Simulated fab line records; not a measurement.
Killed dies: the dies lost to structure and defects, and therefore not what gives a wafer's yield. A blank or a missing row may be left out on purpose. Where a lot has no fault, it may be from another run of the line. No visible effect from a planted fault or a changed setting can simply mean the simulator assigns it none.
Problem report, 8D (eight disciplines) form, completed by code | flow sky130 | the parts of the form that need people (team, actions taken, sign-off) are left out

## 1. THE ISSUE
Mean of rfFwdPowerW at SKY_VIA1_ETCH_14: 574.9 W across 2 wafers in 2 lots; on wafers with no fault it is 495.8 W (standard deviation 1.7). Measured from the usual mean, that is +47 standard deviations.
The step: etches BARC in N2/H2, stops on SiO2, time 45.9 s, target depth 60 nm.
First seen on wafer L956.4, day 37 15:47, on rieDiel-01. Wafers with a number at this step in the record: 33, from 11 lots. By rule, "out" or "out of limits" means more than 4 standard deviations away from the usual mean. The other wafers with a number count as sound.

## 2. WHAT IT IS AND WHAT IT IS NOT
question                    | is                | is not
which readings at this step | rfFwdPowerW       | biasW, drypumpMotorCurrentA, oesProductAu, throttleValvePct
which lots                  | L956, L961        | L945, L946, L951, L954, L957, L963, L964, L967, L968
which wafers of those lots  | L956.4, L961.4    | L956.1, L956.3, L961.2, L961.3
read on which tools         | rieDiel-01        | rieDiel-02, rieDiel-04
when                        | from day 37 15:47 | up to then (14 sound wafers); but 17 sound wafers of L957, L961, L963, L964, L967, L968 came after

## 3. THE SUSPECTS, EACH WITH WHAT RULES IT OUT
Counting: a tool at a process step up to the reading stays a suspect if it ran every lot that is out. Sound lots after the first of them don't rule it out here, since some wafers of a struck lot are sound.
- rieDiel-01 at SKY_VIA1_ETCH_14 (etches BARC in N2/H2, stops on SiO2, time 45.9 s, target depth 60 nm): kept. It processed each lot that is out (first: L956, day 37 15:47); up to then, its last sound lot is L951 (day 36 08:44). Its own rfFwdPowerW readings are out on those wafers.
- rieDiel-01, SKY_VIA1_ETCH_14: wafers that are out in chamber 1, sound lot-mates in chambers 0, 3.
The count leaves rieDiel-01 at SKY_VIA1_ETCH_14.

## 4. THE CAUSE (what the simulator had put in)
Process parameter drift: rieDiel-01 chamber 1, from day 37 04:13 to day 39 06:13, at SKY_VIA1_ETCH_14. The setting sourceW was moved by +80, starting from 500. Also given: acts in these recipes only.
This tool alone remained once counting was done.

## 5. SEQUENCE OF EFFECTS, ordered by route
Rows list readings where the struck wafers' mean (over those with a number) sits beyond 3 standard deviations from the usual. Scope: only readings with a usual standard deviation given in the record; hours: median across lots of the time from each lot's start at the first step in this table that gives one to its start at this step; sigmas: change in usual standard deviations.
hours | step             | reading     | usual   | on struck wafers | change | sigmas
0     | SKY_VIA1_ETCH_14 | rfFwdPowerW | 495.8 W | 574.9            | +79.1  | +47
It contains these process steps:
- SKY_VIA1_ETCH_14: etches BARC in N2/H2, stops on SiO2, time 45.9 s, target depth 60 nm.

## 6. HOW IT WOULD HAVE BEEN CAUGHT EARLIER
12 hours passed between the start of the fault at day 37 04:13 and the first reading out of limits in this record, taken at day 37 15:47.
